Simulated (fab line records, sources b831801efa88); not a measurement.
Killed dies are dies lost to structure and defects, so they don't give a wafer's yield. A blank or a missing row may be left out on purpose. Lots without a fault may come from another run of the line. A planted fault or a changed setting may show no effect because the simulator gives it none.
fab line records | flow sky130
record lots=6 wafers=18 last_day=50
route steps=708 shown SONOS_TUNNEL@166 SONOS_ONO@168 PAD_OPEN@708
lots that met no fault: from a run of the same line without faults
start_h: hours from the record's first day to the start of the lot's first wafer shown | wait_h: hours since the lot's step before | " the same as in the row above | L1.1+2: a row that stands for several wafers | - no value, or no start given | * or withheld: withheld | < > ~ a bound
route shown NAME@n: a module of which the file shows steps, and the number in the route of the first | usual: mean/standard deviation of fault-free wafers | same: alike in all rows | chamber/n: place in a boat | sites: the reading at each site | _std_site: their standard deviation | _edge_site: outer sites' mean less inner sites' | radius_mm: how far each site lies from the wafer's centre | mask NAME#n: copy n | behind: the tool/chamber that last shaped the wafer | hold: why the lot was held/for how many hours/how that ended | device: the transistor (n, p or np) that didn't switch | end of line: the same wafers' tests at the end of the route | a step without rows: its recipe alone | killed: dies lost to structure and defects at the first sort, not the wafer's yield | map: a wafer's dies, x killed, . not, _ none there
set.NAME: the setting as run; set.NAME@STEP: as run at that earlier step | model.NAME: the simulator's own value behind a step, which no gauge read
lots at some steps of the route; a table a step, a row a wafer
services: from which hour (start_h, from the record's first day; less than 0 if before it) a tool's chamber was out of use, for how many hours, and why
## steps
# step SKY_SONOS_TUNNEL_TW_MEAS_12
# usual SONOS_TUNNEL_TW=197.3/1.1
# columns lot.wafer tool chamber start_h wait_h SONOS_TUNNEL_TW
L166.1 film_metro-04 - 284.69 0.0 196.8
L166.3 " - " " 197.0
L166.5 " - " " 197.7
L168.2 film_metro-03 - 302.49 0.0 197.2
L168.4 " - " " 196.9
L168.6 " - " " 197.6
L174.3 film_metro-01 - 350.67 0.0 194.4
L174.4 " - " " 195.9
L174.6 " - " " 195.2
L175.1 film_metro-03 - 361.55 0.0 196.4
L175.3 " - " " 196.9
L175.4 " - " " 196.9
L179.2 film_metro-03 - 386.89 0.0 196.4
L179.4 " - " " 197.7
L179.5 " - " " 197.8
L184.1 film_metro-04 - 429.44 0.0 197.1
L184.2 " - " " 196.8
L184.4 " - " " 197.1
# step SKY_SONOS_TUNNEL_CLEAN_13
# recipe chemistry=dHF time_s=20 dilution=100:1 dry=ipa_marangoni
# step SKY_SONOS_ONO_OXIDATION_00
# recipe temp_c=800 ambient=O2 idle_temp_c=700 ramp_up_c_per_min=10 ramp_down_c_per_min=3 stabilise_s=600 purge_s=300 target_thk_a=26 ox_time_s=1249
# step SKY_SONOS_ONO_THK_MEAS_01
# recipe reads=SiO2_of_SONOS_ONO_OXIDATION_00
# usual SONOS_ONO_OXIDATION_THK=2.61/0.052
# columns lot.wafer tool chamber start_h wait_h SONOS_ONO_OXIDATION_THK[nm]
L166.1 film_metro-04 - 286.88 0.0 2.67
L166.3 " - " " 2.62
L166.5 " - " " 2.58
L168.2 film_metro-04 - 304.52 0.0 2.64
L168.4 " - " " 2.55
L168.6 " - " " 2.62
L174.3 film_metro-02 - 352.34 0.0 2.64
L174.4 " - " " 2.67
L174.6 " - " " 2.69
L175.1 film_metro-04 - 364.03 0.0 2.58
L175.3 " - " " 2.58
L175.4 " - " " 2.57
L179.2 film_metro-01 - 394.83 0.0 2.55
L179.4 " - " " 2.56
L179.5 " - " " 2.60
L184.1 film_metro-01 - 431.12 0.0 2.58
L184.2 " - " " 2.62
L184.4 " - " " 2.60
# step SKY_SONOS_ONO_CVD_02
# recipe material=Si3N4 precursor=DCS/NH3 target_thk_nm=10.5 temp_c=770 time_s=180 pressure_mtorr=250
# step SKY_SONOS_ONO_THK_MEAS_03
# recipe reads=Si3N4_of_SONOS_ONO_CVD_02
# usual SONOS_ONO_CVD_02_THK=10.48/0.12
# columns lot.wafer tool chamber start_h wait_h SONOS_ONO_CVD_02_THK[nm]
L166.1 film_metro-02 - 290.38 0.0 10.43
L166.3 " - " " 10.34
L166.5 " - " " 10.31
L168.2 film_metro-04 - 305.63 0.0 10.38
L168.4 " - " " 10.45
L168.6 " - " " 10.51
L174.3 film_metro-04 - 358.87 0.0 10.57
L174.4 " - " " 10.69
L174.6 " - " " 10.53
L175.1 film_metro-02 - 365.54 0.0 10.51
L175.3 " - " " 10.53
L175.4 " - " " 10.54
L179.2 film_metro-04 - 396.38 0.0 10.55
L179.4 " - " " 10.51
L179.5 " - " " 10.50
L184.1 film_metro-01 - 434.54 0.0 10.37
L184.2 " - " " 10.28
L184.4 " - " " 10.38
# step SKY_SONOS_ONO_CVD_04
# recipe material=SiO2 precursor=SiH4/N2O target_thk_nm=5.7199 temp_c=900 pressure_mtorr=400
# step SKY_SONOS_ONO_THK_MEAS_05
# recipe reads=SiO2_of_SONOS_ONO_CVD_04
# usual SONOS_ONO_CVD_04_THK=5.70/0.1
# columns lot.wafer tool chamber start_h wait_h SONOS_ONO_CVD_04_THK[nm]
L166.1 film_metro-04 - 291.69 0.0 5.64
L166.3 " - " " 5.69
L166.5 " - " " 5.78
L168.2 film_metro-02 - 307.56 0.0 5.56
L168.4 " - " " 5.69
L168.6 " - " " 5.69
L174.3 film_metro-01 - 360.18 0.0 5.68
L174.4 " - " " 5.70
L174.6 " - " " 5.54
L175.1 film_metro-02 - 366.85 0.0 5.54
L175.3 " - " " 5.62
L175.4 " - " " 5.71
L179.2 film_metro-04 - 401.81 0.0 5.72
L179.4 " - " " 5.47
L179.5 " - " " 5.72
L184.1 film_metro-04 - 435.85 0.0 5.74
L184.2 " - " " 5.78
L184.4 " - " " 5.71
# step SKY_SONOS_ONO_DEHYDRATE_06
# recipe temp_c=200 time_s=60
# step SKY_SONOS_ONO_HMDS_07
# recipe prime_time_s=60 prime_temp_c=120
# step SKY_SONOS_ONO_COAT_08
# recipe resist=NOVOLAK spin_rpm=3000 resist_thk_nm=1140
# step SKY_SONOS_ONO_SOFTBAKE_09
# recipe temp_c=90 time_s=60 resist=NOVOLAK
# step SKY_SONOS_ONO_EXPOSE_10
# recipe mask_id=ONOM target_cd_nm=410 na=0.6 source_shape=conventional sigma_outer=0.6 dose_mj=150
# columns lot.wafer tool chamber start_h wait_h mask
L166.1+3+5 iline_stepper-02 0 304.31 - ONOM#0
L168.2+4+6 iline_stepper-01 0 320.40 - ONOM#0
L174.3+4+6 iline_stepper-01 0 374.07 - ONOM#0
L175.1+3+4 iline_stepper-01 0 380.88 - ONOM#0
L179.2+4+5 iline_stepper-02 0 415.75 - ONOM#0
L184.1+2+4 iline_stepper-02 0 451.53 - ONOM#0
# step SKY_SONOS_ONO_PEB_11
# recipe temp_c=withheld time_s=* resist=NOVOLAK
# step SKY_SONOS_ONO_DEVELOP_12
# recipe develop_time_s=62.71 dev_temp_c=23
# columns lot.wafer tool chamber start_h wait_h model.SONOS_ONO.cd_nm
L166.1 litho_track-02 0 316.42 0.1 406.8
L166.3 " 0 " " 407.7
L166.5 " 0 " " 408.8
L168.2 litho_track-04 0 333.21 0.1 411
L168.4 " 0 " " 407.9
L168.6 " 0 " " 409.3
L174.3 litho_track-03 0 387.23 0.1 392.8
L174.4 " 0 " " 363.4
L174.6 " 0 " " 389.7
L175.1 litho_track-02 0 394.27 0.1 386.6
L175.3 " 0 " " 382.3
L175.4 " 0 " " 403.5
L179.2 litho_track-02 0 429.64 0.1 410.5
L179.4 " 0 " " 409.9
L179.5 " 0 " " 409.3
L184.1 litho_track-02 0 466.17 0.1 413.7
L184.2 " 0 " " 411
L184.4 " 0 " " 410.6
# step SKY_SONOS_ONO_CD_MEAS_13
# recipe target_cd_nm=410
# usual cd_nm=409.7/2.1
# columns lot.wafer tool chamber start_h wait_h cd_nm
L166.1 cd_sem-01 - 316.57 0.1 406.8
L166.3 " - " " 407.8
L166.5 " - " " 408.7
L168.2 cd_sem-02 - 333.35 0.1 410.9
L168.4 " - " " 408.0
L168.6 " - " " 409.1
L174.3 cd_sem-01 - 387.37 0.1 393.0
L174.4 " - " " 363.2
L174.6 " - " " 389.6
L175.1 cd_sem-01 - 394.42 0.1 386.5
L175.3 " - " " 382.2
L175.4 " - " " 403.1
L179.2 cd_sem-01 - 429.79 0.1 410.4
L179.4 " - " " 410.2
L179.5 " - " " 409.0
L184.1 cd_sem-02 - 466.32 0.1 413.7
L184.2 " - " " 411.3
L184.4 " - " " 410.5
# step SKY_SONOS_ONO_OVL_MEAS_14
# usual SONOS_ONO_OVL=0.2/1.6
# columns lot.wafer tool chamber start_h wait_h SONOS_ONO_OVL[nm]
L166.1 overlay-02 - 316.69 0.1 2.7
L166.3 " - " " 0.3
L166.5 " - " " 1.6
L168.2 overlay-01 - 333.46 0.1 -2.3
L168.4 " - " " -2.2
L168.6 " - " " -0.6
L174.3 overlay-01 - 387.46 0.1 -2.9
L174.4 " - " " -1.4
L174.6 " - " " -2.2
L175.1 overlay-02 - 394.54 0.1 0.5
L175.3 " - " " 3.3
L175.4 " - " " -0.2
L179.2 overlay-01 - 429.89 0.1 0.1
L179.4 " - " " 1.4
L179.5 " - " " -0.2
L184.1 overlay-02 - 466.44 0.1 -0.2
L184.2 " - " " -3.3
L184.4 " - " " -1.0
# step SKY_SONOS_ONO_ETCH_15
# recipe target_depth_nm=19.52 chemistry=CHF3/O2 source_w=600 bias_w=200 pressure_mtorr=40 chf3_flow_sccm=50 O2_flow_sccm=5 time_s=7.8
# usual chf3_flow_sccm=49.98/0.16 drypump_motor_current_A=5.3/0.34 oes_product_au=1.000/0.011 throttle_valve_pct=8.825/0.01
# columns lot.wafer tool chamber start_h wait_h chf3_flow_sccm drypump_motor_current_A oes_product_au rf_hours_counter_h throttle_valve_pct model.SONOS_ONO.cd_nm
L166.1 rie_diel-01 1 316.73 0.0 50.12 5.5 1.015 95 8.827 406.7
L166.3 " 0 " " 50.10 5.8 1.005 84 8.832 407.2
L166.5 " 3 " " 50.10 5.8 1.011 - 8.834 408.6
L168.2 rie_diel-03 1 333.49 0.0 50.27 5.5 0.983 118 8.819 411
L168.4 " 0 " " 49.66 5.2 1.009 1 8.829 407.9
L168.6 " 0 " " 49.73 5.2 1.001 - 8.802 409.3
L174.3 rie_diel-02 3 387.49 0.0 50.23 4.7 1.011 5 8.831 392.9
L174.4 " 1 " " 50.05 5.3 0.981 8 8.810 363.7
L174.6 " 3 " " 50.20 4.7 1.005 - 8.830 389.8
L175.1 rie_diel-03 2 394.57 0.0 50.06 5.2 1.000 62 8.821 386.5
L175.3 " 1 " " 50.11 5.5 0.979 1 8.818 382.1
L175.4 " 3 " " 49.83 5.2 1.000 72 8.820 403.2
L179.2 rie_diel-02 2 429.92 0.0 49.98 5.9 1.028 6 8.824 410.2
L179.4 " 1 " " 50.00 5.3 0.978 9 8.817 410.3
L179.5 " 3 " " 50.04 4.7 1.017 - 8.833 409.2
L184.1 rie_diel-03 3 466.47 0.0 49.90 5.1 0.993 73 8.818 414
L184.2 " 0 " " 49.67 5.3 1.000 3 8.835 410.9
L184.4 " 1 " " 49.94 5.5 0.990 2 8.847 410.7
# step SKY_SONOS_ONO_WET_ETCH_16
# recipe chemistry=dHF target_depth_nm=14 dry=n2_spin target=SiO2 dilution=100:1 temp_c=25 time_s=280
# step SKY_PAD_OPEN_PROBE_99
# usual killed_at_M0_to_M3=43/6.8 killed_at_M4_up=3.3/1.8 killed_at_contacts=25/5.9 killed_at_front_end=16/4.2 killed_at_other=0.3/0.69 killed_dies=87/8.6 killed_open=48/6.3 killed_short=39/5.3
# same gross_dies=492 killed_at_back_side=0
# columns lot.wafer tool chamber start_h wait_h killed_at_M0_to_M3 killed_at_M4_up killed_at_contacts killed_at_front_end killed_at_other killed_dies killed_open killed_short
L168.2 prober-02 - 1116.75 0.1 45 5 12 17 1 80 41 38
L168.4 prober-02 - 1116.85 0.2 42 6 20 21 1 90 47 43
L168.6 prober-02 - 1116.95 0.2 45 4 21 14 1 85 45 39
L174.4 prober-02 - 1154.90 0.2 47 3 31 26 1 108 53 46
L175.1 prober-01 - 1157.60 0.1 47 3 17 16 0 83 42 41
L175.3 prober-01 - 1157.70 0.2 50 5 23 17 0 95 55 40
L175.4 prober-01 - 1157.75 0.2 48 4 25 14 0 91 44 47
# killed by level:class
L168.2 VIA1:geometric_particle:open=12 VIA3:geometric_particle:open=8 POLY_GATE:geometric_particle:short=6 CONTACT:geometric_particle:open=6 VIA2:geometric_particle:short=6 VIA1:geometric_particle:short=5 FIELD_ISO:geometric_particle:short=4 FIELD_ISO:geometric_particle:open=4
L168.4 VIA1:geometric_particle:open=11 VIA3:geometric_particle:open=9 FIELD_ISO:geometric_particle:open=6 CONTACT:geometric_particle:open=6 VIA1:geometric_particle:short=6 POLY_GATE:geometric_particle:short=5 SPACER:geometric_particle:short=4 LOCAL_INTERCONNECT:geometric_particle:short=4
L168.6 VIA1:geometric_particle:open=10 VIA2:geometric_particle:open=9 CONTACT:geometric_particle:open=7 VIA3:geometric_particle:open=6 FIELD_ISO:geometric_particle:short=5 LOCAL_INTERCONNECT:geometric_particle:short=5 METAL3:geometric_particle:short=5 LI_CONTACT:geometric_particle:open=4
L174.4 CONTACT:geometric_particle:open=14 METAL2:geometric_particle:short=10 SONOS_ONO:area_expose=9 VIA1:geometric_particle:open=8 FIELD_ISO:geometric_particle:open=7 VIA2:geometric_particle:open=6 LI_CONTACT:geometric_particle:open=5 METAL1:geometric_particle:short=5
L175.1 VIA1:geometric_particle:open=8 METAL1:geometric_particle:short=8 VIA2:geometric_particle:open=7 LI_CONTACT:geometric_particle:open=5 VIA3:geometric_particle:open=5 FIELD_ISO:geometric_particle:short=4 METAL2:geometric_particle:short=4 CONTACT:geometric_particle:short=3
L175.3 VIA1:geometric_particle:open=17 CONTACT:geometric_particle:open=10 VIA2:geometric_particle:open=7 CONTACT:geometric_particle:short=6 METAL2:geometric_particle:short=6 VIA3:geometric_particle:open=6 METAL1:geometric_particle:short=5 FIELD_ISO:geometric_particle:short=4
L175.4 LI_CONTACT:geometric_particle:open=9 VIA1:geometric_particle:open=9 METAL1:geometric_particle:short=8 CONTACT:geometric_particle:open=7 METAL3:geometric_particle:short=7 METAL2:geometric_particle:short=6 FIELD_ISO:geometric_particle:open=5 CONTACT:geometric_particle:short=5
## services
# columns tool chamber start_h hours kind
iline_stepper-01 0 292.90 - calibration
iline_stepper-02 - 308.74 5.4 repair
rie_diel-01 - 310.82 0.5 repair
rie_diel-01 - 349.11 0.2 repair
rie_diel-03 1 351.19 - clean
rie_diel-03 1 351.19 18.1 scheduled_down
rie_diel-03 1 351.19 18.1 vent_cycle
iline_stepper-01 - 353.22 1.8 repair
rie_diel-03 3 375.41 8.8 repair
rie_diel-01 1 375.64 10.5 repair
iline_stepper-02 - 379.58 1.7 pm
rie_diel-03 0 404.60 2.7 repair
rie_diel-01 2 408.40 - clean
rie_diel-01 2 408.40 20.2 scheduled_down
rie_diel-01 2 408.40 20.2 vent_cycle
rie_diel-03 - 411.19 0.4 repair
rie_diel-01 - 413.29 2.8 pm
rie_diel-03 0 420.99 1.6 repair
rie_diel-03 - 426.16 2.8 pm
iline_stepper-01 - 427.33 1.7 pm
iline_stepper-02 0 429.58 - calibration
rie_diel-01 1 457.28 - clean
rie_diel-01 1 457.28 18.0 scheduled_down
rie_diel-01 3 462.20 4.2 repair
## key
first_sign step=SKY_SONOS_ONO_CD_MEAS_13 reading=cd_nm direction=down sigmas=11 usual=409.7 struck=386.3
effect none on later readings
model_effect step=SKY_SONOS_ONO_DEVELOP_12 value=SONOS_ONO.cd_nm without=409.8 struck=386.4
model_effect step=SKY_SONOS_ONO_ETCH_15 value=SONOS_ONO.cd_nm without=409.9 struck=386.4
met_at SKY_SONOS_ONO_EXPOSE_10
struck_wafers L174.3,L174.4,L174.6,L175.1,L175.3,L175.4
tester_left_out L174,L175
onset_between 320.40 374.07
fault kind=process_parameter_drift tool=iline_stepper-01 chamber=- onset_h=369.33 steps=SKY_SONOS_ONO_EXPOSE_10 channel=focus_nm offset=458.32 spread_by_wafer=0.3 shape=step end_h=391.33
# tester_left_out: of these lots the tester's yield and bins aren't shown, on N5 and GAA mostly nor the transistor test; their killed dies are dies lost to structure and defects alone, not to doping, threshold or leakage, so they don't give the yield
